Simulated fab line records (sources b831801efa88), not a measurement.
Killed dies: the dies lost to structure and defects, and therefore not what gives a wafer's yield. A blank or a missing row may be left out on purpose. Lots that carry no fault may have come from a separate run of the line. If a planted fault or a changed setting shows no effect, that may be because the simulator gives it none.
Split-lot study :: flow sky130 :: on a route of 708 steps: 5 lots, 23 wafers read

ABOUT THE SPLIT
At SKY_PAD_OPEN_COAT_02 (resist thk 3000 nm), the setting resist_thk_nm was moved away from the recipe's 3000 nm on 10 of the 23 wafers read, by +2.1% to +5.4%. This setting was run at the recipe's value on the other wafers.

The reading is taken at the split's own step.

THE READING
coat_of_PAD_OPEN_COAT_02.thk_nm (the simulator's own value, which no gauge read), in nm, at SKY_PAD_OPEN_COAT_02 (resist thk 3000 nm). The file does not state a usual value for it. Average 2997 nm, standard deviation 8 nm, over the 13 wafers here run with the recipe.

wafer: L078.2
tool, chamber at the split: litho_track-04, 0
resist_thk_nm as run, nm: 3000
against the recipe: recipe
coat_of_PAD_OPEN_COAT_02.thk_nm, nm: 3001
against lot-mates on the recipe: -

wafer: L078.3
tool, chamber at the split: litho_track-04, 0
resist_thk_nm as run, nm: 3000
against the recipe: recipe
coat_of_PAD_OPEN_COAT_02.thk_nm, nm: 3014
against lot-mates on the recipe: -

wafer: L078.6
tool, chamber at the split: litho_track-04, 0
resist_thk_nm as run, nm: 3000
against the recipe: recipe
coat_of_PAD_OPEN_COAT_02.thk_nm, nm: 2998
against lot-mates on the recipe: -

wafer: L079.1
tool, chamber at the split: litho_track-03, 0
resist_thk_nm as run, nm: 3062
against the recipe: +2.1%
coat_of_PAD_OPEN_COAT_02.thk_nm, nm: 3062
against lot-mates on the recipe: +66

wafer: L079.2
tool, chamber at the split: litho_track-03, 0
resist_thk_nm as run, nm: 3000
against the recipe: recipe
coat_of_PAD_OPEN_COAT_02.thk_nm, nm: 2998
against lot-mates on the recipe: -

wafer: L079.4
tool, chamber at the split: litho_track-03, 0
resist_thk_nm as run, nm: 3062
against the recipe: +2.1%
coat_of_PAD_OPEN_COAT_02.thk_nm, nm: 3057
against lot-mates on the recipe: +61

wafer: L079.5
tool, chamber at the split: litho_track-03, 0
resist_thk_nm as run, nm: 3062
against the recipe: +2.1%
coat_of_PAD_OPEN_COAT_02.thk_nm, nm: 3065
against lot-mates on the recipe: +69

wafer: L079.6
tool, chamber at the split: litho_track-03, 0
resist_thk_nm as run, nm: 3000
against the recipe: recipe
coat_of_PAD_OPEN_COAT_02.thk_nm, nm: 2994
against lot-mates on the recipe: -

wafer: L080.1
tool, chamber at the split: litho_track-02, 0
resist_thk_nm as run, nm: 3000
against the recipe: recipe
coat_of_PAD_OPEN_COAT_02.thk_nm, nm: 2991
against lot-mates on the recipe: -

wafer: L080.2
tool, chamber at the split: litho_track-02, 0
resist_thk_nm as run, nm: 3000
against the recipe: recipe
coat_of_PAD_OPEN_COAT_02.thk_nm, nm: 2993
against lot-mates on the recipe: -

wafer: L080.4
tool, chamber at the split: litho_track-02, 0
resist_thk_nm as run, nm: 3162
against the recipe: +5.4%
coat_of_PAD_OPEN_COAT_02.thk_nm, nm: 3157
against lot-mates on the recipe: +167

wafer: L080.5
tool, chamber at the split: litho_track-02, 0
resist_thk_nm as run, nm: 3000
against the recipe: recipe
coat_of_PAD_OPEN_COAT_02.thk_nm, nm: 2986
against lot-mates on the recipe: -

wafer: L080.6
tool, chamber at the split: litho_track-02, 0
resist_thk_nm as run, nm: 3162
against the recipe: +5.4%
coat_of_PAD_OPEN_COAT_02.thk_nm, nm: 3151
against lot-mates on the recipe: +161

wafer: L081.1
tool, chamber at the split: litho_track-02, 0
resist_thk_nm as run, nm: 3000
against the recipe: recipe
coat_of_PAD_OPEN_COAT_02.thk_nm, nm: 3001
against lot-mates on the recipe: -

wafer: L081.5
tool, chamber at the split: litho_track-02, 0
resist_thk_nm as run, nm: 3000
against the recipe: recipe
coat_of_PAD_OPEN_COAT_02.thk_nm, nm: 3001
against lot-mates on the recipe: -

wafer: L081.2
tool, chamber at the split: litho_track-02, 0
resist_thk_nm as run, nm: 3124
against the recipe: +4.1%
coat_of_PAD_OPEN_COAT_02.thk_nm, nm: 3125
against lot-mates on the recipe: +122

wafer: L081.3
tool, chamber at the split: litho_track-02, 0
resist_thk_nm as run, nm: 3000
against the recipe: recipe
coat_of_PAD_OPEN_COAT_02.thk_nm, nm: 3007
against lot-mates on the recipe: -

wafer: L081.4
tool, chamber at the split: litho_track-02, 0
resist_thk_nm as run, nm: 3124
against the recipe: +4.1%
coat_of_PAD_OPEN_COAT_02.thk_nm, nm: 3118
against lot-mates on the recipe: +115

wafer: L085.1
tool, chamber at the split: litho_track-04, 0
resist_thk_nm as run, nm: 3000
against the recipe: recipe
coat_of_PAD_OPEN_COAT_02.thk_nm, nm: 2986
against lot-mates on the recipe: -

wafer: L085.2
tool, chamber at the split: litho_track-04, 0
resist_thk_nm as run, nm: 3143
against the recipe: +4.8%
coat_of_PAD_OPEN_COAT_02.thk_nm, nm: 3130
against lot-mates on the recipe: +143

wafer: L085.3
tool, chamber at the split: litho_track-04, 0
resist_thk_nm as run, nm: 3143
against the recipe: +4.8%
coat_of_PAD_OPEN_COAT_02.thk_nm, nm: 3119
against lot-mates on the recipe: +132

wafer: L085.4
tool, chamber at the split: litho_track-04, 0
resist_thk_nm as run, nm: 3143
against the recipe: +4.8%
coat_of_PAD_OPEN_COAT_02.thk_nm, nm: 3135
against lot-mates on the recipe: +148

wafer: L085.5
tool, chamber at the split: litho_track-04, 0
resist_thk_nm as run, nm: 3000
against the recipe: recipe
coat_of_PAD_OPEN_COAT_02.thk_nm, nm: 2988
against lot-mates on the recipe: -

FIT RESULTS
A straight line over all 23 wafers: coat_of_PAD_OPEN_COAT_02.thk_nm changes by +28.7 nm for each +1% of resist_thk_nm; r = +0.99; the points scatter about the line by 7.8 nm.
The same after taking each lot's own level away (the mean of its wafers on the recipe; 23 wafers): +29.7 nm for each +1%; r = +1.00; scatter 5 nm.
The reading moves by 1.6e+02 nm for the largest change in resist_thk_nm, on that fit.
The lots' own levels span 2987.0 to 3004.3 nm, that is 2.2 times the standard deviation above.
Hence the lot-to-lot level has little effect on the slope; both slopes agree.
Check: with one of the wafers moved furthest among these (+5.4%) left out of the fit, the line predicts +160 nm for it against its lot-mates. Against them it came out at +167 nm.

THESE WAFERS: OTHER SPLITS
Note: prior to the reading, these wafers also went through further splits. Each is held against what the fit with the lots' levels taken away leaves over:
other split on the same wafers: SKY_VIA4_COAT_06 spin_rpm
wafers away from the commonest value: 5
r with coat_of_PAD_OPEN_COAT_02.thk_nm (lot level and that fit taken away): +0.28

other split on the same wafers: SKY_VIA4_CVD_18 pressure_torr
wafers away from the commonest value: 18
r with coat_of_PAD_OPEN_COAT_02.thk_nm (lot level and that fit taken away): +0.14

other split on the same wafers: SKY_METAL5_SPUTTER_00 power_w
wafers away from the commonest value: 11
r with coat_of_PAD_OPEN_COAT_02.thk_nm (lot level and that fit taken away): +0.00

other split on the same wafers: SKY_METAL5_DEVELOP_13 develop_time_s
wafers away from the commonest value: 9
r with coat_of_PAD_OPEN_COAT_02.thk_nm (lot level and that fit taken away): +0.13

other split on the same wafers: SKY_PASSIVATION_CVD_02 rf_w
wafers away from the commonest value: 8
r with coat_of_PAD_OPEN_COAT_02.thk_nm (lot level and that fit taken away): +0.12

FILE'S OWN FIT
coat_of_PAD_OPEN_COAT_02.thk_nm changes by +29.8 nm for each +1% of resist_thk_nm, r = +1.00.
